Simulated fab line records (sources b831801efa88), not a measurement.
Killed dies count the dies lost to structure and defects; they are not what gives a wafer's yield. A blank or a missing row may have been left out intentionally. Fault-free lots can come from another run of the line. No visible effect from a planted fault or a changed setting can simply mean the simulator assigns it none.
Check for tools in common + flow gf180mcu + Sampled: 12 lots, 36 wafers

THE REASON FOR OPENING IT
At GF_NWELL_TW_MEAS_11 the reading NWELL_TW is flagged on 3 of 12 lots. Fault-free wafers read 1572, with a standard deviation of 9.
Rule: a lot is flagged when every wafer of it that has a number lies more than 4 standard deviations from that mean, or none has a number. All remaining lots are regarded as sound.

| lot  | measured    | on            | NWELL_TW, wafer by wafer | flag    |
|------|-------------|---------------|--------------------------|---------|
| L623 | day 3 12:58 | film_metro-01 | 1585 1579 1583           |         |
| L626 | day 4 06:22 | film_metro-01 | 1563 1567 1557           |         |
| L627 | day 4 11:08 | film_metro-02 | 1578 1580 1573           |         |
| L628 | day 4 16:41 | film_metro-01 | 1574 1570 1559           |         |
| L629 | day 4 21:30 | film_metro-02 | 1574 1577 1589           |         |
| L630 | day 5 03:40 | film_metro-02 | 1580 1585 1580           |         |
| L631 | day 5 09:39 | film_metro-04 | 1565 1576 1565           |         |
| L632 | day 5 14:38 | film_metro-04 | 1573 1573 1578           |         |
| L638 | day 7 00:48 | film_metro-01 | 1572 1568 1562           |         |
| L640 | day 7 11:29 | film_metro-04 | 2401 2399 2404           | FLAGGED |
| L641 | day 7 16:35 | film_metro-02 | 2399 2391 2395           | FLAGGED |
| L642 | day 7 20:12 | film_metro-04 | 2410 2414 2408           | FLAGGED |
On average the flagged lots' numbers are 2402, which is +830 against the usual, or +92 standard deviations.

LOT BY LOT: THE TOOL USED
The record holds 1 process step before the reading, out of a route of 602 steps. Each cell gives the tool, then ch followed by the chambers the sampled wafers passed through, then the start.
| lot  | flag    | GF_NWELL_IMPLANT_08            |
|------|---------|--------------------------------|
| L623 |         | implanter-04 ch 0, day 3 12:37 |
| L626 |         | implanter-01 ch 0, day 4 05:59 |
| L627 |         | implanter-04 ch 0, day 4 10:45 |
| L628 |         | implanter-02 ch 0, day 4 16:18 |
| L629 |         | implanter-02 ch 0, day 4 21:07 |
| L630 |         | implanter-04 ch 0, day 5 03:16 |
| L631 |         | implanter-01 ch 0, day 5 09:16 |
| L632 |         | implanter-04 ch 0, day 5 14:14 |
| L638 |         | implanter-01 ch 0, day 7 00:25 |
| L640 | FLAGGED | implanter-01 ch 0, day 7 11:06 |
| L641 | FLAGGED | implanter-04 ch 0, day 7 16:12 |
| L642 | FLAGGED | implanter-02 ch 0, day 7 19:49 |
What is done by these steps:
- GF_NWELL_IMPLANT_08
- GF_NWELL_TW_MEAS_11

FLAGGED AGAINST TOTAL, ONE TOOL AT A TIME (gauges that did the reading follow at the end)
| step                | tool          | lots run | flagged | share of the flagged lots | sound lots run after its first flagged lot |
|---------------------|---------------|----------|---------|---------------------------|--------------------------------------------|
| GF_NWELL_IMPLANT_08 | implanter-01  | 4        | 1       | some                      | 0                                          |
| GF_NWELL_IMPLANT_08 | implanter-02  | 3        | 1       | some                      | 0                                          |
| GF_NWELL_IMPLANT_08 | implanter-04  | 5        | 1       | some                      | 0                                          |
| GF_NWELL_TW_MEAS_11 | film_metro-01 | 4        | 0       | none                      | -                                          |
| GF_NWELL_TW_MEAS_11 | film_metro-02 | 4        | 1       | some                      | 0                                          |
| GF_NWELL_TW_MEAS_11 | film_metro-04 | 4        | 2       | some                      | 0                                          |

WHAT THE TABLE PERMITS
No row of the table ran every flagged lot.

WHAT WAS PUT IN BY THE SIMULATOR
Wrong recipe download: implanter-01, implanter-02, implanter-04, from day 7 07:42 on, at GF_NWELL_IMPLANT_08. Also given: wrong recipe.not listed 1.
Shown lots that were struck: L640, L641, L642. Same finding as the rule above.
